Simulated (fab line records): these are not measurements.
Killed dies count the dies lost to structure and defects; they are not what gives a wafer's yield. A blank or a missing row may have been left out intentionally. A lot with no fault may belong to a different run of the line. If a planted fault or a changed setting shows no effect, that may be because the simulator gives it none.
Matching of chambers | flow sky130 | SKY_METAL3_ETCH_17 on rieDiel-04: 4 sister chambers
The step etches SiO2 in C4F8/O2/Ar, stops on TiN, time 3.9 s, target depth 15 nm. 16 wafers are shown with their chamber, then 8 later ones without.

## WAFERS, EACH WITH ITS CHAMBER
wafer  | chamber | oesProductAu (a.u.)
L080.1 | 0       | 0.749
L080.2 | 2       | 0.750
L080.3 | 3       | 0.754
L080.4 | 1       | 0.743
L080.5 | 2       | 0.760
L080.6 | 3       | 0.760
L081.1 | 1       | 0.748
L081.2 | 2       | 0.755
L081.3 | 3       | 0.743
L081.4 | 0       | 0.755
L081.5 | 3       | 0.747
L081.6 | 0       | 0.766
L082.1 | 0       | 0.747
L082.2 | 3       | 0.745
L082.3 | 1       | 0.751
L082.4 | 2       | 0.766

SIGNATURES, as means of the wafers listed above
reading      | chamber 0 | chamber 1 | chamber 2 | chamber 3 | scatter within a chamber
oesProductAu | 0.75425   | 0.74733   | 0.75775   | 0.74980   | 0.00702
Rule: for each reading, subtract the chamber's mean from the wafer's reading, divide by that reading's scatter and square the result; add these up over the readings and take the root, which gives the wafer's distance from the chamber. The wafer belongs to the nearest chamber; if the next one is less than 2 further off, it can't be placed. The scatter is the square root of a quotient: the sum, over the shown wafers, of each reading's squared deviation from its chamber's mean, divided by wafers minus chambers.

## WAFERS WHOSE CHAMBER IS MISSING
wafer  | oesProductAu (a.u.)
L082.5 | 0.757
L082.6 | 0.759
L087.1 | 0.752
L087.2 | 0.756
L087.3 | 0.745
L087.4 | 0.760
L087.5 | 0.748
L087.6 | 0.753

## THE CHAMBER EACH PASSED THROUGH
wafer  | from the rows above               | in truth
L082.5 | can't be placed: 2 or 0 or 3 or 1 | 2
L082.6 | can't be placed: 2 or 0 or 3 or 1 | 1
L087.1 | can't be placed: 3 or 0 or 1 or 2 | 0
L087.2 | can't be placed: 0 or 2 or 3 or 1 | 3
L087.3 | can't be placed: 1 or 3 or 0 or 2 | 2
L087.4 | can't be placed: 2 or 0 or 3 or 1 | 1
L087.5 | can't be placed: 1 or 3 or 0 or 2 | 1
L087.6 | can't be placed: 0 or 3 or 2 or 1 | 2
Placed correctly: 0 of 8. From these rows, 8 cannot be placed; in 8 the true chamber is one of the candidates. Number placed wrongly: 0.
